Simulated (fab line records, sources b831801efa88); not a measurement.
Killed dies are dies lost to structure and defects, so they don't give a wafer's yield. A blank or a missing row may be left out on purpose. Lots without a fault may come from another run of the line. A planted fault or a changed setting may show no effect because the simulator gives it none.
fab line records | flow sky130
record lots=12 wafers=36 last_day=50
route steps=708 shown METAL4@598 CAP2M@607 VIA4@639 PAD_OPEN@708
lots that met no fault: from a run of the same line without faults
start_h: hours from the record's first day to the start of the lot's first wafer shown | wait_h: hours since the lot's step before | " the same as in the row above | L1.1+2: a row that stands for several wafers | - no value, or no start given | * or withheld: withheld | < > ~ a bound
route shown NAME@n: a module of which the file shows steps, and the number in the route of the first | usual: mean/standard deviation of fault-free wafers | same: alike in all rows | chamber/n: place in a boat | sites: the reading at each site | _std_site: their standard deviation | _edge_site: outer sites' mean less inner sites' | radius_mm: how far each site lies from the wafer's centre | mask NAME#n: copy n | behind: the tool/chamber that last shaped the wafer | hold: why the lot was held/for how many hours/how that ended | device: the transistor (n, p or np) that didn't switch | end of line: the same wafers' tests at the end of the route | a step without rows: its recipe alone | killed: dies lost to structure and defects at the first sort, not the wafer's yield | map: a wafer's dies, x killed, . not, _ none there
set.NAME: the setting as run; set.NAME@STEP: as run at that earlier step | model.NAME: the simulator's own value behind a step, which no gauge read
steps of the route over a sample of lots; a table a step, a row a wafer
services: from which hour (start_h, from the record's first day; less than 0 if before it) a tool's chamber was out of use, for how many hours, and why
## steps
# step SKY_METAL4_SPUTTER_00
# recipe material=Ti target_thk_nm=15 power_w=3000 time_s=10 chamber_pressure_pa=0.4
# usual throttle_valve_pct=30.3/0.63
# columns lot.wafer tool chamber start_h wait_h throttle_valve_pct
L219.1 pvd_sputter-02 - 934.20 0.2 29.7
L219.2 " - " " 29.7
L219.6 " - " " 30.5
L220.3 pvd_sputter-02 - 945.57 0.2 29.9
L220.5 " - " " 30.4
L220.6 " - " " 30.0
L221.3 pvd_sputter-01 - 963.72 0.1 29.6
L221.4 " - " " 29.9
L221.5 " - " " 31.7
L223.1 pvd_sputter-04 - 973.16 0.2 30.1
L223.2 " - " " 29.3
L223.3 " - " " 31.4
L225.1 pvd_sputter-02 - 979.27 0.2 30.3
L225.2 " - " " 30.3
L225.5 " - " " 30.7
L233.2 pvd_sputter-02 - 1032.35 0.2 29.8
L233.5 " - " " 30.4
L233.6 " - " " 30.6
L236.3 pvd_sputter-02 - 1059.85 0.2 30.3
L236.5 " - " " 30.6
L236.6 " - " " 30.4
L237.2 pvd_sputter-04 - 1064.68 0.2 31.3
L237.5 " - " " 30.5
L237.6 " - " " 31.4
L238.2 pvd_sputter-04 - 1070.66 0.2 31.6
L238.3 " - " " 30.0
L238.4 " - " " 30.6
L239.4 pvd_sputter-04 - 1071.28 0.1 31.2
L239.5 " - " " 29.5
L239.6 " - " " 30.3
L240.1 pvd_sputter-04 - 1074.15 0.2 31.2
L240.3 " - " " 30.2
L240.5 " - " " 31.5
L241.1 pvd_sputter-04 - 1085.22 0.2 30.0
L241.2 " - " " 30.9
L241.5 " - " " 30.8
# step SKY_CAP2M_THK_MEAS_04
# recipe thk_meas_gauge=xrf reads=TiN_of_CAP2M_SPUTTER_02
# usual CAP2M_TIN_THK=196.6/2.4
# columns lot.wafer tool chamber start_h wait_h CAP2M_TIN_THK[nm]
L219.1 film_metro-02 - 934.67 0.1 195.9
L219.2 " - " " 195.4
L219.6 " - " " 197.2
L220.3 film_metro-04 - 946.05 0.1 198.9
L220.5 " - " " 199.3
L220.6 " - " " 196.7
L221.3 film_metro-01 - 964.20 0.1 197.5
L221.4 " - " " 196.9
L221.5 " - " " 196.9
L223.1 film_metro-04 - 973.62 0.1 196.7
L223.2 " - " " 197.7
L223.3 " - " " 197.6
L225.1 film_metro-01 - 979.75 0.1 197.4
L225.2 " - " " 198.2
L225.5 " - " " 196.8
L233.2 film_metro-04 - 1032.83 0.1 199.9
L233.5 " - " " 195.7
L233.6 " - " " 196.3
L236.3 film_metro-04 - 1060.33 0.1 200.1
L236.5 " - " " 199.2
L236.6 " - " " 199.5
L237.2 film_metro-04 - 1065.16 0.1 197.5
L237.5 " - " " 194.9
L237.6 " - " " 196.3
L238.2 film_metro-04 - 1071.14 0.1 198.7
L238.3 " - " " 197.4
L238.4 " - " " 197.0
L239.4 film_metro-04 - 1071.78 0.1 195.5
L239.5 " - " " 196.1
L239.6 " - " " 197.7
L240.1 film_metro-02 - 1074.62 0.1 194.9
L240.3 " - " " 196.8
L240.5 " - " " 194.9
L241.1 film_metro-02 - 1085.69 0.1 196.3
L241.2 " - " " 195.3
L241.5 " - " " 195.6
# step SKY_METAL4_CD_MEAS_13
# recipe target_cd_nm=300
# usual cd_nm=299.4/1.3
# columns lot.wafer tool chamber start_h wait_h cd_nm
L219.1 cd_sem-02 - 982.33 - 299.8
L219.2 " - " " 300.2
L219.6 " - " " 298.0
L220.3 cd_sem-02 - 993.72 - 299.0
L220.5 " - " " 297.2
L220.6 " - " " 299.3
L221.3 cd_sem-01 - 1012.47 - 299.7
L221.4 " - " " 299.1
L221.5 " - " " 298.6
L223.1 cd_sem-02 - 1020.63 - 299.1
L223.2 " - " " 299.6
L223.3 " - " " 299.2
L225.1 cd_sem-02 - 1026.26 - 299.3
L225.2 " - " " 299.7
L225.5 " - " " 299.0
L233.2 cd_sem-02 - 1075.40 - 300.6
L233.5 " - " " 299.8
L233.6 " - " " 299.7
L236.3 cd_sem-01 - 1102.82 - 300.2
L236.5 " - " " 299.4
L236.6 " - " " 300.0
L237.2 cd_sem-02 - 1106.90 - 303.0
L237.5 " - " " 301.4
L237.6 " - " " 301.8
L238.2 cd_sem-01 - 1112.53 - 298.9
L238.3 " - " " 298.7
L238.4 " - " " 296.7
L239.4 cd_sem-02 - 1113.94 - 300.6
L239.5 " - " " 302.1
L239.6 " - " " 300.8
L240.1 cd_sem-02 - 1116.35 - 297.8
L240.3 " - " " 299.2
L240.5 " - " " 298.5
L241.1 cd_sem-01 - 1125.30 - 301.1
L241.2 " - " " 298.4
L241.5 " - " " 299.2
# step SKY_VIA4_HDPCVD_00
# recipe material=SiO2 target_thk_nm=1750 sigma_open_frac=0.3 time_s=291.7 temp_c=400 sih4_flow_sccm=60 pressure_mtorr=6
# columns lot.wafer tool chamber start_h wait_h
L219.1+2+6 hdpcvd-02 0,1,0 983.40 0.0
L220.3+5+6 hdpcvd-02 1,0,1 994.75 0.0
L221.3+4+5 hdpcvd-02 0,2,1 1013.54 0.0
L223.1+2+3 hdpcvd-02 2,0,1 1021.75 0.0
L225.1+2+5 hdpcvd-02 1,0,0 1027.34 0.0
L233.2+5+6 hdpcvd-01 2,0,2 1076.46 0.0
L236.3+5+6 hdpcvd-01 2,1,2 1103.86 0.0
L237.2+5+6 hdpcvd-01 2,1,2 1107.96 0.0
L238.2+3+4 hdpcvd-02 0,2,0 1113.58 0.0
L239.4+5+6 hdpcvd-02 0,1,2 1115.04 0.1
L240.1+3+5 hdpcvd-02 0,2,2 1117.43 0.0
L241.1+2+5 hdpcvd-01 2,1,2 1126.38 0.0
# step SKY_VIA4_THK_MEAS_01
# recipe reads=SiO2_of_VIA4_HDPCVD_00
# usual VIA4_HDPCVD_THK=1756/16
# columns lot.wafer tool chamber start_h wait_h hold VIA4_HDPCVD_THK[nm]
L219.1 film_metro-01 - 983.58 0.1 - 1757
L219.2 " - " " - 1782
L219.6 " - " " - 1762
L220.3 film_metro-01 - 994.95 0.1 - 1754
L220.5 " - " " - 1754
L220.6 " - " " - 1754
L221.3 film_metro-01 - 1013.74 0.1 - 1748
L221.4 " - " " - 1773
L221.5 " - " " - 1764
L223.1 film_metro-02 - 1021.93 0.1 await_dispo/0.2h/release 2850
L223.2 " - " " await_dispo/0.2h/release 1706
L223.3 " - " " await_dispo/0.2h/release 1765
L223.1 film_metro-02 - 1022.15 0.2 - 2849
L223.2 " - " " - 1706
L223.3 " - " " - 1765
L225.1 film_metro-01 - 1027.52 0.1 await_dispo/0.2h/release 2868
L225.2 " - " " await_dispo/0.2h/release 1731
L225.5 " - " " await_dispo/0.2h/release 1749
L225.1 film_metro-01 - 1027.75 0.2 - 2867
L225.2 " - " " - 1731
L225.5 " - " " - 1747
L233.2 film_metro-01 - 1076.64 0.1 - 1771
L233.5 " - " " - 1751
L233.6 " - " " - 1780
L236.3 film_metro-03 - 1104.05 0.1 - 1773
L236.5 " - " " - 1766
L236.6 " - " " - 1767
L237.2 film_metro-01 - 1108.14 0.1 - 1768
L237.5 " - " " - 1774
L237.6 " - " " - 1781
L238.2 film_metro-03 - 1113.77 0.1 - 1742
L238.3 " - " " - 1751
L238.4 " - " " - 1752
L239.4 film_metro-01 - 1115.16 0.0 - 1763
L239.5 " - " " - 1778
L239.6 " - " " - 1732
L240.1 film_metro-01 - 1117.61 0.1 - 1771
L240.3 " - " " - 1739
L240.5 " - " " - 1757
L241.1 film_metro-01 - 1126.56 0.1 - 1779
L241.2 " - " " - 1770
L241.5 " - " " - 1770
# step SKY_PAD_OPEN_PROBE_99
# usual defect_limited_yield=82.8/2.1 killed_at_M0_to_M3=43/7.7 killed_at_M4_up=3.1/1.7 killed_at_contacts=23/4.8 killed_at_front_end=15/4.5 killed_at_other=0.3/0.58 killed_dies=85/10 killed_open=46/7.5 killed_short=38/6.5 sort_bin_3_pad_short=0.8/0.38 sort_bin_5_function=10.3/1.7 sort_bin_6_memory=6.1/1.1 sort_n_pass=407/10 sort_yield_pct=82.8/2.1
# same gross_dies=492 killed_at_back_side=0 sort_bin_4_leakage[%]=0 sort_bin_8_speed[%]=0
# columns lot.wafer tool chamber start_h wait_h defect_limited_yield[%] killed_at_M0_to_M3 killed_at_M4_up killed_at_contacts killed_at_front_end killed_at_other killed_dies killed_open killed_short sort_bin_3_pad_short[%] sort_bin_5_function[%] sort_bin_6_memory[%] sort_n_pass sort_yield_pct[%]
L219.1 prober-01 - 1078.09 0.1 80.5 54 5 20 17 0 96 45 51 1.0 11.6 6.9 396 80.5
L219.2 prober-01 - 1078.14 0.1 82.1 47 5 26 10 0 88 55 33 0.6 11.2 6.1 404 82.1
L219.6 prober-01 - 1078.34 0.2 79.1 62 2 22 17 0 103 51 52 1.0 14.6 5.3 389 79.1
L220.3 prober-01 - 1087.79 0.2 83.7 53 2 17 8 0 80 41 39 0.6 9.3 6.3 412 83.7
L220.5 prober-01 - 1087.89 0.2 84.1 43 0 27 8 0 78 45 33 0.4 7.5 7.9 414 84.1
L220.6 prober-01 - 1087.94 0.2 84.1 42 2 20 14 0 78 51 27 0.8 9.3 5.7 414 84.1
L221.3 prober-01 - 1106.07 0.2 82.9 44 2 30 8 0 84 48 36 0.4 11.6 5.1 408 82.9
L221.4 prober-01 - 1106.12 0.2 83.1 38 4 25 16 0 83 47 36 1.0 9.8 6.1 409 83.1
L221.5 prober-01 - 1106.17 0.2 82.1 46 3 23 16 0 88 48 39 0.6 10.8 6.5 404 82.1
L223.1 prober-02 - 1113.73 0.1 78.7 52 3 30 19 1 105 51 54 1.0 12.4 7.9 387 78.7
L223.2 prober-02 - 1113.78 0.1 82.9 43 3 22 16 0 84 44 40 0.2 9.6 7.3 408 82.9
L223.3 prober-02 - 1113.83 0.2 82.5 48 0 30 8 0 86 47 39 1.0 10.8 5.7 406 82.5
L225.1 prober-02 - 1116.69 0.1 82.1 42 3 23 19 1 88 47 40 1.2 9.6 7.1 404 82.1
L225.2 prober-02 - 1116.74 0.1 81.5 51 2 26 12 0 91 39 49 1.4 11.8 5.3 401 81.5
L225.5 prober-02 - 1116.89 0.2 84.3 38 4 24 11 0 77 46 31 0.6 10.8 4.3 415 84.3
L233.2 prober-01 - 1159.68 0.1 80.7 45 4 20 25 1 95 45 50 0.6 11.6 7.1 397 80.7
L233.5 prober-01 - 1159.83 0.2 82.5 40 4 27 15 0 86 51 35 1.0 8.1 8.3 406 82.5
L233.6 prober-01 - 1159.88 0.2 84.1 39 3 17 19 0 78 47 31 0.2 10.0 5.7 414 84.1
L236.3 prober-02 - 1183.05 0.2 85.2 31 3 23 16 0 73 44 29 0.6 9.1 5.1 419 85.2
L236.5 prober-02 - 1183.15 0.2 79.3 56 1 27 17 1 102 59 43 0.8 12.6 7.3 390 79.3
L236.6 prober-02 - 1183.20 0.2 86.0 36 1 16 16 0 69 33 36 1.4 7.3 5.3 423 86.0
L237.2 prober-01 - 1185.36 0.1 84.3 46 2 18 11 0 77 43 34 0.8 8.5 6.3 415 84.3
L237.5 prober-01 - 1185.51 0.2 79.5 60 2 28 11 0 101 52 48 0.8 12.2 7.5 391 79.5
L237.6 prober-01 - 1185.56 0.2 83.3 48 2 24 8 0 82 48 34 1.0 8.9 6.7 410 83.3
L238.2 prober-02 - 1191.13 0.1 75.8 58 3 42 16 0 119 73 45 0.8 14.4 8.9 373 75.8
L238.3 prober-02 - 1191.18 0.2 82.5 45 3 21 17 0 86 50 36 0.8 9.8 6.9 406 82.5
L238.4 prober-02 - 1191.23 0.2 78.9 53 2 23 26 0 104 52 51 1.4 13.0 6.7 388 78.9
L239.4 prober-01 - 1191.50 0.2 82.9 35 2 32 15 0 84 43 41 1.0 10.8 5.3 408 82.9
L239.5 prober-01 - 1191.55 0.2 83.9 36 3 31 9 0 79 51 28 0.4 9.8 5.9 413 83.9
L239.6 prober-01 - 1191.60 0.2 84.3 45 6 16 10 0 77 48 29 0.8 10.0 4.9 415 84.3
L240.1 prober-02 - 1193.62 0.1 81.1 49 4 25 15 0 93 46 47 0.6 13.6 4.7 399 81.1
L240.3 prober-02 - 1193.72 0.2 81.5 36 3 27 25 0 91 54 37 0.2 10.0 8.3 401 81.5
L240.5 prober-02 - 1193.82 0.2 86.0 35 1 20 13 0 69 44 25 0.6 7.7 5.7 423 86.0
L241.1 prober-01 - 1199.20 0.1 84.6 32 3 27 14 0 76 38 35 0.6 10.2 4.7 416 84.6
L241.2 prober-01 - 1199.25 0.1 76.8 60 4 32 17 1 114 62 50 1.0 14.8 7.3 378 76.8
L241.5 prober-01 - 1199.40 0.2 85.8 44 2 14 9 1 70 42 26 0.2 9.3 4.7 422 85.8
# killed by level:class
L219.1 VIA1:geometric_particle:open=15 CONTACT:geometric_particle:short=8 VIA1:geometric_particle:short=7 METAL2:geometric_particle:short=6 FIELD_ISO:geometric_particle:open=5 POLY_GATE:geometric_particle:short=5 CONTACT:geometric_particle:open=5 METAL1:geometric_particle:short=5
L219.2 VIA1:geometric_particle:open=13 LI_CONTACT:geometric_particle:open=9 VIA1:geometric_particle:short=8 VIA2:geometric_particle:open=7 VIA3:geometric_particle:open=7 CONTACT:geometric_particle:open=6 FIELD_ISO:geometric_particle:open=5 LI_CONTACT:geometric_particle:short=5
L219.6 VIA3:geometric_particle:open=14 VIA1:geometric_particle:open=8 CONTACT:geometric_particle:open=7 METAL2:geometric_particle:short=7 VIA1:geometric_particle:short=7 VIA2:geometric_particle:open=7 FIELD_ISO:geometric_particle:short=6 LI_CONTACT:geometric_particle:open=6
L220.3 VIA1:geometric_particle:open=9 LI_CONTACT:geometric_particle:open=8 METAL1:geometric_particle:short=8 VIA1:geometric_particle:short=7 VIA3:geometric_particle:open=7 VIA2:geometric_particle:open=6 FIELD_ISO:geometric_particle:short=5 CONTACT:geometric_particle:short=5
L220.5 VIA1:geometric_particle:open=17 CONTACT:geometric_particle:open=11 METAL2:geometric_particle:short=7 LI_CONTACT:geometric_particle:open=6 CONTACT:geometric_particle:short=5 FIELD_ISO:geometric_particle:short=4 VIA1:geometric_particle:short=4 VIA3:geometric_particle:open=4
L220.6 VIA1:geometric_particle:open=11 CONTACT:geometric_particle:open=9 FIELD_ISO:geometric_particle:open=7 VIA3:geometric_particle:open=7 VIA2:geometric_particle:open=6 METAL2:geometric_particle:short=6 LI_CONTACT:geometric_particle:open=5 FIELD_ISO:geometric_particle:short=3
L221.3 VIA1:geometric_particle:open=10 CONTACT:geometric_particle:open=8 LI_CONTACT:geometric_particle:open=8 CONTACT:geometric_particle:short=8 VIA2:geometric_particle:open=6 VIA3:geometric_particle:open=6 VIA1:geometric_particle:short=5 METAL2:geometric_particle:short=5
L221.4 VIA1:geometric_particle:open=11 LI_CONTACT:geometric_particle:open=9 CONTACT:geometric_particle:open=6 VIA2:geometric_particle:open=6 FIELD_ISO:geometric_particle:short=5 VIA3:geometric_particle:short=5 CONTACT:geometric_particle:short=5 METAL3:geometric_particle:short=5
L221.5 CONTACT:geometric_particle:open=13 VIA2:geometric_particle:open=9 VIA2:geometric_particle:short=6 FIELD_ISO:geometric_particle:short=5 VIA1:geometric_particle:open=5 METAL2:geometric_particle:short=5 FIELD_ISO:geometric_particle:open=4 LI_CONTACT:geometric_particle:open=4
L223.1 VIA3:geometric_particle:open=10 VIA1:geometric_particle:open=8 CONTACT:geometric_particle:open=8 CONTACT:geometric_particle:short=6 METAL2:geometric_particle:short=6 VIA1:geometric_particle:short=6 VIA2:geometric_particle:open=6 POLY_GATE:geometric_particle:short=5
L223.2 VIA1:geometric_particle:open=11 CONTACT:geometric_particle:open=10 VIA1:geometric_particle:short=8 METAL1:geometric_particle:short=7 FIELD_ISO:geometric_particle:open=5 LOCAL_INTERCONNECT:geometric_particle:short=5 VIA2:geometric_particle:open=4 POLY_GATE:geometric_particle:short=3
L223.3 VIA1:geometric_particle:open=13 LI_CONTACT:geometric_particle:open=9 VIA1:geometric_particle:short=9 CONTACT:geometric_particle:open=8 LOCAL_INTERCONNECT:geometric_particle:short=6 CONTACT:geometric_particle:short=6 VIA2:geometric_particle:open=6 POLY_GATE:geometric_particle:short=4
L225.1 CONTACT:geometric_particle:open=11 VIA1:geometric_particle:open=8 VIA2:geometric_particle:open=7 METAL2:geometric_particle:short=7 CONTACT:geometric_particle:short=6 POLY_GATE:geometric_particle:open=5 VIA1:geometric_particle:short=5 METAL2:geometric_particle:open=4
L225.2 METAL2:geometric_particle:short=12 VIA1:geometric_particle:open=9 CONTACT:geometric_particle:open=9 FIELD_ISO:geometric_particle:short=6 LI_CONTACT:geometric_particle:open=6 METAL3:geometric_particle:short=6 METAL1:geometric_particle:short=5 CONTACT:geometric_particle:short=4
L225.5 CONTACT:geometric_particle:open=12 VIA1:geometric_particle:open=8 METAL1:geometric_particle:short=6 FIELD_ISO:geometric_particle:open=5 VIA3:geometric_particle:open=5 LI_CONTACT:geometric_particle:open=4 LOCAL_INTERCONNECT:geometric_particle:short=4 VIA2:geometric_particle:open=4
L233.2 VIA1:geometric_particle:open=10 FIELD_ISO:geometric_particle:short=9 POLY_GATE:geometric_particle:short=8 CONTACT:geometric_particle:open=7 VIA2:geometric_particle:open=6 VIA3:geometric_particle:open=6 CONTACT:geometric_particle:short=5 VIA1:geometric_particle:short=5
L233.5 CONTACT:geometric_particle:open=11 VIA1:geometric_particle:open=11 POLY_GATE:geometric_particle:open=8 VIA3:geometric_particle:open=8 LOCAL_INTERCONNECT:geometric_particle:short=6 METAL1:geometric_particle:short=6 VIA2:geometric_particle:short=5 LI_CONTACT:geometric_particle:open=4
L233.6 VIA3:geometric_particle:open=12 VIA1:geometric_particle:open=10 LI_CONTACT:geometric_particle:open=8 FIELD_ISO:geometric_particle:short=6 POLY_GATE:geometric_particle:open=4 FIELD_ISO:geometric_particle:open=3 POLY_GATE:geometric_particle:short=3 LI_CONTACT:geometric_particle:short=3
L236.3 CONTACT:geometric_particle:open=8 LI_CONTACT:geometric_particle:open=7 POLY_GATE:geometric_particle:open=6 METAL1:geometric_particle:short=6 VIA1:geometric_particle:open=5 VIA3:geometric_particle:open=5 VIA2:geometric_particle:open=4 FIELD_ISO:geometric_particle:open=3
L236.5 VIA1:geometric_particle:open=13 VIA2:geometric_particle:open=13 CONTACT:geometric_particle:open=7 LI_CONTACT:geometric_particle:open=7 VIA3:geometric_particle:open=7 LOCAL_INTERCONNECT:geometric_particle:short=6 METAL3:geometric_particle:short=5 POLY_GATE:geometric_particle:short=4
L236.6 VIA1:geometric_particle:open=7 VIA1:geometric_particle:short=6 VIA2:geometric_particle:open=5 SPACER:geometric_particle:open=4 METAL1:geometric_particle:short=4 LI_CONTACT:geometric_particle:open=4 LOCAL_INTERCONNECT:geometric_particle:short=4 FIELD_ISO:geometric_particle:open=3
L237.2 METAL1:geometric_particle:short=9 VIA3:geometric_particle:open=7 LI_CONTACT:geometric_particle:open=7 VIA1:geometric_particle:open=7 POLY_GATE:geometric_particle:open=6 CONTACT:geometric_particle:open=5 METAL2:geometric_particle:short=5 VIA2:geometric_particle:open=5
L237.5 VIA1:geometric_particle:open=15 CONTACT:geometric_particle:open=12 VIA3:geometric_particle:open=9 VIA3:geometric_particle:short=9 METAL1:geometric_particle:short=7 VIA2:geometric_particle:open=6 VIA1:geometric_particle:short=6 LI_CONTACT:geometric_particle:open=5
L237.6 VIA3:geometric_particle:open=14 VIA1:geometric_particle:open=9 CONTACT:geometric_particle:open=8 VIA2:geometric_particle:open=8 VIA3:geometric_particle:short=5 LI_CONTACT:geometric_particle:open=5 LI_CONTACT:geometric_particle:short=4 CONTACT:geometric_particle:short=4
L238.2 VIA1:geometric_particle:open=24 CONTACT:geometric_particle:open=18 LI_CONTACT:geometric_particle:open=9 LOCAL_INTERCONNECT:geometric_particle:short=7 VIA1:geometric_particle:short=6 FIELD_ISO:geometric_particle:open=5 CONTACT:geometric_particle:short=5 METAL1:geometric_particle:short=5
L238.3 CONTACT:geometric_particle:open=9 VIA1:geometric_particle:open=9 VIA2:geometric_particle:open=7 VIA1:geometric_particle:short=6 METAL1:geometric_particle:short=6 FIELD_ISO:geometric_particle:short=5 METAL1:geometric_particle:open=5 LOCAL_INTERCONNECT:geometric_particle:short=5
L238.4 VIA2:geometric_particle:open=13 CONTACT:geometric_particle:open=10 VIA1:geometric_particle:open=10 METAL2:geometric_particle:short=9 POLY_GATE:geometric_particle:short=8 VIA1:geometric_particle:short=6 LI_CONTACT:geometric_particle:short=5 FIELD_ISO:geometric_particle:open=4
L239.4 CONTACT:geometric_particle:open=12 VIA1:geometric_particle:open=10 LI_CONTACT:geometric_particle:open=8 FIELD_ISO:geometric_particle:short=7 METAL1:geometric_particle:short=6 CONTACT:geometric_particle:short=5 METAL2:geometric_particle:short=5 LOCAL_INTERCONNECT:geometric_particle:short=4
L239.5 CONTACT:geometric_particle:open=16 METAL1:geometric_particle:short=11 LI_CONTACT:geometric_particle:open=10 VIA3:geometric_particle:open=5 POLY_GATE:geometric_particle:open=4 VIA1:geometric_particle:open=4 VIA3:geometric_particle:short=4 VIA1:geometric_particle:short=3
L239.6 VIA1:geometric_particle:open=12 VIA3:geometric_particle:open=8 LI_CONTACT:geometric_particle:open=6 VIA2:geometric_particle:open=6 METAL3:geometric_particle:short=5 METAL2:geometric_particle:short=5 LOCAL_INTERCONNECT:geometric_particle:short=4 METAL4:geometric_particle:open=4
L240.1 CONTACT:geometric_particle:open=13 METAL1:geometric_particle:short=8 VIA1:geometric_particle:open=7 FIELD_ISO:geometric_particle:short=6 METAL2:geometric_particle:short=6 LI_CONTACT:geometric_particle:open=5 METAL2:geometric_particle:open=5 VIA2:geometric_particle:open=5
L240.3 CONTACT:geometric_particle:open=11 VIA1:geometric_particle:open=10 FIELD_ISO:geometric_particle:open=6 VIA2:geometric_particle:open=6 VIA3:geometric_particle:open=6 FIELD_ISO:geometric_particle:short=5 POLY_GATE:geometric_particle:short=5 LI_CONTACT:geometric_particle:open=4
L240.5 VIA2:geometric_particle:open=11 LI_CONTACT:geometric_particle:open=7 CONTACT:geometric_particle:open=7 METAL2:geometric_particle:short=7 POLY_GATE:geometric_particle:open=4 VIA3:geometric_particle:open=4 LI_CONTACT:geometric_particle:short=3 VIA1:geometric_particle:open=3
L241.1 VIA1:geometric_particle:open=9 CONTACT:geometric_particle:open=8 CONTACT:geometric_particle:short=6 LI_CONTACT:geometric_particle:open=6 VIA3:geometric_particle:open=4 FIELD_ISO:geometric_particle:open=3 FIELD_ISO:geometric_particle:short=3 LI_CONTACT:geometric_particle:short=3
L241.2 VIA1:geometric_particle:open=14 LI_CONTACT:geometric_particle:open=13 VIA2:geometric_particle:open=10 VIA2:geometric_particle:short=8 CONTACT:geometric_particle:open=7 METAL1:geometric_particle:short=6 CONTACT:geometric_particle:short=5 LOCAL_INTERCONNECT:geometric_particle:short=4
L241.5 VIA1:geometric_particle:open=14 CONTACT:geometric_particle:open=9 VIA2:geometric_particle:open=8 METAL2:geometric_particle:short=7 POLY_GATE:geometric_particle:short=3 POLY_GATE:geometric_particle:open=3 METAL1:geometric_particle:short=3 VIA1:geometric_particle:short=3
## services
# columns tool chamber start_h hours kind
pvd_sputter-04 - 920.08 2.5 repair
hdpcvd-01 - 932.03 2.8 pm
hdpcvd-01 - 950.25 15.0 pm
hdpcvd-01 0 950.25 15.0 vent_cycle
hdpcvd-01 1 950.25 15.0 vent_cycle
hdpcvd-01 2 950.25 15.0 vent_cycle
pvd_sputter-01 - 960.41 2.3 repair
hdpcvd-01 0 965.25 - clean
hdpcvd-01 1 965.25 - clean
hdpcvd-01 2 965.25 - clean
pvd_sputter-01 - 1000.17 5.3 repair
pvd_sputter-04 - 1011.52 1.2 repair
hdpcvd-01 2 1021.10 5.5 repair
hdpcvd-02 - 1040.29 28.0 repair
hdpcvd-01 - 1064.11 9.8 repair
hdpcvd-02 - 1073.95 2.8 pm
pvd_sputter-04 - 1081.88 2.4 repair
pvd_sputter-04 - 1086.63 4.4 repair
## key
first_sign step=SKY_VIA4_THK_MEAS_01 reading=visit direction=added
effect step=SKY_VIA4_THK_MEAS_01 reading=VIA4_HDPCVD_THK direction=up sigmas=67 usual=1756 struck=2859
met_at SKY_VIA4_HDPCVD_00
struck_lots L223,L225
struck_wafers L223.1,L225.1
not_acting_at SKY_METAL4_SPUTTER_00,SKY_CAP2M_THK_MEAS_04,SKY_METAL4_CD_MEAS_13
onset_between 1013.54 1021.75
fault kind=process_parameter_drift tool=hdpcvd-02 chamber=- onset_h=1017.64 steps=SKY_VIA4_HDPCVD_00 channel=target_thk_nm offset=1101.1 shape=step end_h=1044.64 scope=struck_wafers_only acts_in=these_recipes_only stated=1750
